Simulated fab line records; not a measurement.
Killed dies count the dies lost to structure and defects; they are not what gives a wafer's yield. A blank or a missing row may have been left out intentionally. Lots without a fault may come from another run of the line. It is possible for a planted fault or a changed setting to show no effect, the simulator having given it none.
A lot that was struck, set against a sound lot -- flow gf180mcu -- 18 steps out of a route of 602
Sound: these wafers, L456.1, L456.2, L456.5. The struck wafers were L449.2, L449.4, L449.5. The cause is given at the end.
For every step that has rows: the tool of each side, followed by ch and its chambers, followed by its first start. Under that, the readings that differ: sound wafers -- struck wafers -- difference of the means -- sigmas: that difference in standard deviations of wafers without a fault.
alike: readings whose means differ by less than 2 such deviations, and words and numbers that are the same on both sides. not compared: withheld readings, readings that some wafer has no value for, bounds like >300 that may hide the same value, and numbers for which the record gives no deviation and whose values overlap.
The two part at a step that has a row with sigmas, a row that says differs or no value, or rows on one side only. Numbers that don't overlap but have no deviation are shown without sigmas and don't part them. A reading that every wafer of one side lacks parts them only if that side has two wafers or more.

first, 3 steps without rows for these wafers: GF_V3_EXPOSE_11 (exposes mask Via3, target cd 260 nm); GF_V3_PEB_12 (peb time 90 s); GF_V3_DEVELOP_13 (develop time 60 s).
GF_V3_CD_MEAS_14: the cd target is 260 nm.
  struck on cd sem-02, day 25 19:07; sound on cd sem-01, day 28 01:25
  alike: cd nm
GF_V3_OVL_MEAS_15:
  struck on overlay-02, day 25 19:13; sound on overlay-02, day 28 01:32
  alike: V3_OVL
GF_V3_ETCH_16: etches BARC in N2/H2.
  sound on rie diel-03 ch 0,1,2, day 28 01:34; struck on rie diel-01 ch 0,1,3, day 25 19:15
  alike: drypump motor current A, oes product au, throttle valve pct
GF_V3_ETCH_17: etches SiO2 in C4F8/O2/Ar, stops on TiN, target depth 635 nm.
  sound: rie diel-03 ch 0,1,2; struck: rie diel-01 ch 0,1,3
  alike: oes product au
GF_V3_STRIP_18: strips in O2/N2.
  sound on plasma asher-02 ch 0,1, day 28 01:42; struck on plasma asher-01 ch 0,1, day 25 19:22
  alike: drypump motor current A, heater power w, o2 flow sccm, oes product au
  not compared: rf hours counter h
then, 2 steps without rows for these wafers: GF_V3_STRIP_19 (strips in post etch residue remover, time 1200 s); GF_V3_CLEAN_20 (cleans in DIW).
GF_V3_SPUTTER_21: material Ti, target thk 15 nm, time 80.02 s.
  struck on pvd sputter-04, day 25 19:55; sound on pvd sputter-02, day 28 02:14
  alike: substrate temp c, throttle valve pct
then, 1 step without rows for these wafers: GF_V3_SPUTTER_22 (material TiN, target thk 10 nm, time 40 s).
GF_V3_CVD_23: deposits W, target thk 350 nm, time 104.9 s.
  sound on cvd w-02 ch 0,1, day 28 02:20; struck on cvd w-01 ch 0,1, day 25 20:01
reading,sound,struck,difference,sigmas
heater power w (W),703 663 728,1143 1128 935,+371,+2
susceptor temp C (C),400.24 400.08 400.29,411.87 411.66 411.30,+11.41,+52
model.W_of_V3_CVD_23.thk nm (nm),355.6 350.7 349.2,427 434.4 430.3,+79,
  alike: chamber pressure Torr
GF_V3_RS_MEAS_24: measurement is done with a four-point probe.
  struck on film metro-01, day 25 20:26; sound on film metro-01, day 28 02:27
reading,sound,struck,difference,sigmas
V3_W_RS (ohm/sq),0.322 0.326 0.328,0.267 0.263 0.266,-0.060,-19
  not compared: hold
GF_V3_THK_MEAS_25: measures by xrf.
  struck on film metro-01, day 26 00:35; sound on film metro-01, day 28 02:34
reading,sound,struck,difference,sigmas
V3_W_THK (nm),363 358 354,436 441 437,+80,+15
  not compared: hold
GF_V3_CMP_26: polishes, stops on SiO2, t overpolish 15 s, target thk 0 nm.
  sound on cmp-02 ch 0,2, day 28 02:38; struck on cmp-01 ch 0,2,3, day 26 03:28
reading,sound,struck,difference,sigmas
hold,- - -,await dispo/2.2h/release await dispo/2.2h/release await dispo/2.2h/release,no value on the sound wafers,
time to endpoint s (s),83.9 85.3 81.7,103.3 114.4 103.5,+23.4,+8
  alike: motor current A, retaining ring pressure frac
GF_M4_SPUTTER_00: material Ti, target thk 37.5 nm, time 150 s.
  struck on pvd sputter-03, day 26 03:40; sound on pvd sputter-01, day 28 02:56
  alike: substrate temp c, throttle valve pct
next, for these wafers, 1 step has no rows: GF_PASSIVATION_PROBE_99.

## WHERE THEY PART
Earliest at GF_V3_CVD_23; latest, in this record, at GF_V3_CMP_26. Later steps at which nothing parts them and some readings are alike: GF_M4_SPUTTER_00.

WHY: what had been put in by the simulator
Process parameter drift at GF_V3_CVD_23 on cvd w-01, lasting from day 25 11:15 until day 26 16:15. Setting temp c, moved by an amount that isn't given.
